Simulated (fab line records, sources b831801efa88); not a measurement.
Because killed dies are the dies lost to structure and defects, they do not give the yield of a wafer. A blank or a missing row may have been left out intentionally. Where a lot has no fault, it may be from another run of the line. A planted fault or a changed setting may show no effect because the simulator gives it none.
A sampling plan put to the test + flow sky130 + 7 faults told of in these records, all on one fab line, each judged by the records of the lots it struck
The plan consists of the line's own looks: route steps at which the wafer is read by a gauge or an inspection but not changed. A look is open to judgement when struck wafers have a number at it and the file gives its usual mean and standard deviation on fault-free wafers. Caught: the struck wafers' mean, at a look after the fault's first step, is 4 or more of those standard deviations (sigma) away from the usual mean. On the tool: here the same test is run on the tool's own readings at the fault's steps. Another recipe on the struck wafers, or a record that is blank for them alone, also counts as caught.

## THE FAULTS, as the simulator had put them in
1. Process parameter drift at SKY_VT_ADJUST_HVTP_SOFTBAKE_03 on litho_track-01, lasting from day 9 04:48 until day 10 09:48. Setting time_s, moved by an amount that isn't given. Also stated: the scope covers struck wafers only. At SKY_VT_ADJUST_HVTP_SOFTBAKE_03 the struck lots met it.
2. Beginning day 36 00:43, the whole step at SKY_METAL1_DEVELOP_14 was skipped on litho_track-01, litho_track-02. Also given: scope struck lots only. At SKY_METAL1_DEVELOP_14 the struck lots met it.
3. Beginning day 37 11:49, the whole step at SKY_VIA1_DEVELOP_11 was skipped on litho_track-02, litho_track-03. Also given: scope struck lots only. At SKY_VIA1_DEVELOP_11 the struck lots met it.
4. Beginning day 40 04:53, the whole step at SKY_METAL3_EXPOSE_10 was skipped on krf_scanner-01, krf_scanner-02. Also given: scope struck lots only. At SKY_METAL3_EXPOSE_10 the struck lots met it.
5. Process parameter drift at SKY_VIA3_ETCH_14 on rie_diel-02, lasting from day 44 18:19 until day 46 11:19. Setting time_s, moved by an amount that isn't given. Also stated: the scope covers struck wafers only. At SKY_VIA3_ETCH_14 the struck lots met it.
6. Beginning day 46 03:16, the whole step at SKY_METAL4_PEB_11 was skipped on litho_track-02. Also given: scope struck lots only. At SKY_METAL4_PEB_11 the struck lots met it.
7. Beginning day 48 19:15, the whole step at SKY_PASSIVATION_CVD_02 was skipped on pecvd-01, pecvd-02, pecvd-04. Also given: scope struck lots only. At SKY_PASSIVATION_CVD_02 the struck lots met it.

## WHAT THE PLAN SAW
| fault | on the tool itself                               | first look that catches it     | reading, sigma | median hours from its first step to that look | hours from the fault's start to the first struck lot there | judged looks passed uncaught |
|-------|--------------------------------------------------|--------------------------------|----------------|-----------------------------------------------|------------------------------------------------------------|------------------------------|
| 1     | run_length_s +46 sigma                           | no look after it can be judged | -              | -                                             | -                                                          | 0                            |
| 2     | the tool's record is blank for the struck wafers | no look after it can be judged | -              | -                                             | -                                                          | 0                            |
| 3     | the tool's record is blank for the struck wafers | no look after it can be judged | -              | -                                             | -                                                          | 0                            |
| 4     | no reading that can be judged                    | no look after it can be judged | -              | -                                             | -                                                          | 0                            |
| 5     | oes_product_au +22 sigma                         | no look after it can be judged | -              | -                                             | -                                                          | 0                            |
| 6     | no reading that can be judged                    | no look after it can be judged | -              | -                                             | -                                                          | 0                            |
| 7     | the tool's record is blank for the struck wafers | no look after it can be judged | -              | -                                             | -                                                          | 0                            |
A dash: the fault is not caught, or the number is missing from these records.

Caught at a look: 0 of 7. Caught on the tool: 5 of 7. By one or the other: 5 of 7.
Caught on the tool alone: faults 1, 2, 3, 5, 7.
Caught by neither: faults 4, 6.
